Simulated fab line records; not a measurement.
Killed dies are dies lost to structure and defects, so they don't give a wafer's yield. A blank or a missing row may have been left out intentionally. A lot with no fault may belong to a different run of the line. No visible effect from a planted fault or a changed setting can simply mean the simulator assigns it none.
Split-lot trial    flow sfq_line    5 lots, 23 wafers read, on a route of 325 steps

== SPLIT DETAILS ==
At SFQ_TRILAYER_JJ_TRILAYER_DEP_SPUTTER_109 (material Nb, target thk 150 nm, time 100 s), the setting time_s was moved away from the recipe's 100 s on 9 of the 23 wafers read, by -11.3% to +10.3%. This setting was run at the recipe's value on the other wafers.

== FROM THE SPLIT TO THE READING: what the file shows between them, 6 steps ==
- SFQ_TRILAYER_JJ_CE_LITHO_COAT_114: resist thk 600 nm (also split here: resist_thk_nm)
- SFQ_TRILAYER_JJ_CE_BARC_OPEN_RIE_150: chemistry O2, target BARC, target depth 240 nm, time 80 s (also split here: bias_w)
- SFQ_TRILAYER_JJ_CE_ETCH_RIE_118: chemistry SF6, target Nb, stops on Al2O3, time 97.7 s, target depth 170 nm
- SFQ_TRILAYER_M5_LITHO_PEB_126: peb time 60 s (also split here: peb_temp_c)
- SFQ_TRILAYER_M5_LITHO_DEVELOP_125: time 60 s
- SFQ_TRILAYER_M5_BARC_OPEN_METAL_ETCH_161: etches BARC in O2, target depth 125 nm, time 41.7 s

== THE READING ==
oes_product_au, in a.u., at SFQ_TRILAYER_M5_ETCH_METAL_ETCH_126 (etches Nb in Cl2/BCl3, stops on SiO2, time 203.2 s, target depth 265 nm). A value of 0.728 a.u. with a standard deviation of 0.0064 a.u. is what fault-free wafers of this fab line usually give.

wafer   tool, chamber at the split  time_s as run, s  against the recipe  oes_product_au, a.u.  against lot-mates on the recipe
L074.2  pvd_sputter-04, -           100               recipe              0.726                 -
L074.3  pvd_sputter-04, -           100               recipe              0.716                 -
L074.4  pvd_sputter-04, -           100               recipe              0.736                 -
L074.5  pvd_sputter-04, -           88.71             -11.3%              0.690                 -0.036
L074.6  pvd_sputter-04, -           88.71             -11.3%              0.679                 -0.047
L076.1  pvd_sputter-03, -           100               recipe              0.727                 -
L076.2  pvd_sputter-03, -           100               recipe              0.734                 -
L076.3  pvd_sputter-03, -           100               recipe              0.741                 -
L076.4  pvd_sputter-03, -           110.3             +10.3%              0.766                 +0.032
L076.6  pvd_sputter-03, -           110.3             +10.3%              0.756                 +0.022
L077.2  pvd_sputter-06, -           107.3             +7.3%               0.757                 +0.021
L077.3  pvd_sputter-06, -           107.3             +7.3%               0.742                 +0.006
L077.4  pvd_sputter-06, -           107.3             +7.3%               0.754                 +0.018
L077.5  pvd_sputter-06, -           100               recipe              0.740                 -
L077.6  pvd_sputter-06, -           100               recipe              0.731                 -
L079.1  pvd_sputter-03, -           100               recipe              0.733                 -
L079.3  pvd_sputter-03, -           91.72             -8.3%               0.704                 -0.029
L079.4  pvd_sputter-03, -           91.72             -8.3%               0.705                 -0.028
L079.5  pvd_sputter-03, -           100               recipe              0.736                 -
L079.6  pvd_sputter-03, -           100               recipe              0.731                 -
L083.1  pvd_sputter-04, -           100               recipe              0.724                 -
L083.2  pvd_sputter-04, -           100               recipe              0.719                 -
L083.6  pvd_sputter-04, -           100               recipe              0.716                 -

FIT RESULTS
A straight line over all 23 wafers: oes_product_au changes by +0.00334 a.u. for each +1% of time_s; r = +0.93; the points scatter about the line by 0.0077 a.u.
The same after taking each lot's own level away (the mean of its wafers on the recipe; 23 wafers): +0.00303 a.u. for each +1%; r = +0.95; scatter 0.0062 a.u.
Per that fit: largest time_s move, reading shift of 0.034 a.u.
The span of the lots' own levels, 0.7197 to 0.7355 a.u., comes to 2.5 times the standard deviation stated above.
Hence the slope depends on the lot-to-lot level, as the two fits are not the same.
Check: -0.0366 a.u. against its lot-mates is what the line predicts for one of the wafers moved furthest among these (-11.3%) when that wafer is left out of the fit. Against them it came out at -0.036 a.u.

== OTHER SPLITS APPLIED TO THESE WAFERS ==
Other splits were also applied to these wafers ahead of the reading. Each is held against what the fit with the lots' levels taken away leaves over:
other split on the same wafers                     wafers away from the commonest value  r with oes_product_au (lot level and that fit taken away)
SFQ_TRILAYER_M4_BARC_OPEN_METAL_ETCH_123 icp_w     10                                    -0.13
SFQ_TRILAYER_I4_VIA_LITHO_COAT_103 spin_rpm        5                                     +0.10
SFQ_TRILAYER_I4_VIA_BARC_OPEN_VIA_ETCH_146 bias_w  8                                     +0.22
SFQ_TRILAYER_JJ_CE_LITHO_COAT_114 resist_thk_nm    8                                     +0.27
SFQ_TRILAYER_JJ_CE_BARC_OPEN_RIE_150 bias_w        10                                    +0.28
SFQ_TRILAYER_M5_LITHO_PEB_126 peb_temp_c           5                                     +0.07

== THE WHOLE CHAIN: every reading that the file lists as answering this split, in the file's order ==
step                                      what it does                                                             reading                                                                                             change (the file's fit)                    r (the file's)
SFQ_TRILAYER_JJ_TRILAYER_DEP_SPUTTER_109  material Nb, target thk 150 nm, time 100 s                               Nb_of_TRILAYER_JJ_TRILAYER_DEP_SPUTTER_109.thk_nm (the simulator's own value, which no gauge read)  +1.45 nm for each +1% of the setting       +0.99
SFQ_TRILAYER_M5_ETCH_METAL_ETCH_126       etches Nb in Cl2/BCl3, stops on SiO2, time 203.2 s, target depth 265 nm  oes_product_au                                                                                      +0.00307 a.u. for each +1% of the setting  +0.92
SFQ_TRILAYER_M5_ETCH_METAL_ETCH_126       etches Nb in Cl2/BCl3, stops on SiO2, time 203.2 s, target depth 265 nm  M5.feature_depth_nm (the simulator's own value, which no gauge read)                                +1.45 nm for each +1% of the setting       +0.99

== THE FILE'S OWN FIT ==
oes_product_au changes by +0.00307 a.u. for each +1% of time_s, r = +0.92.
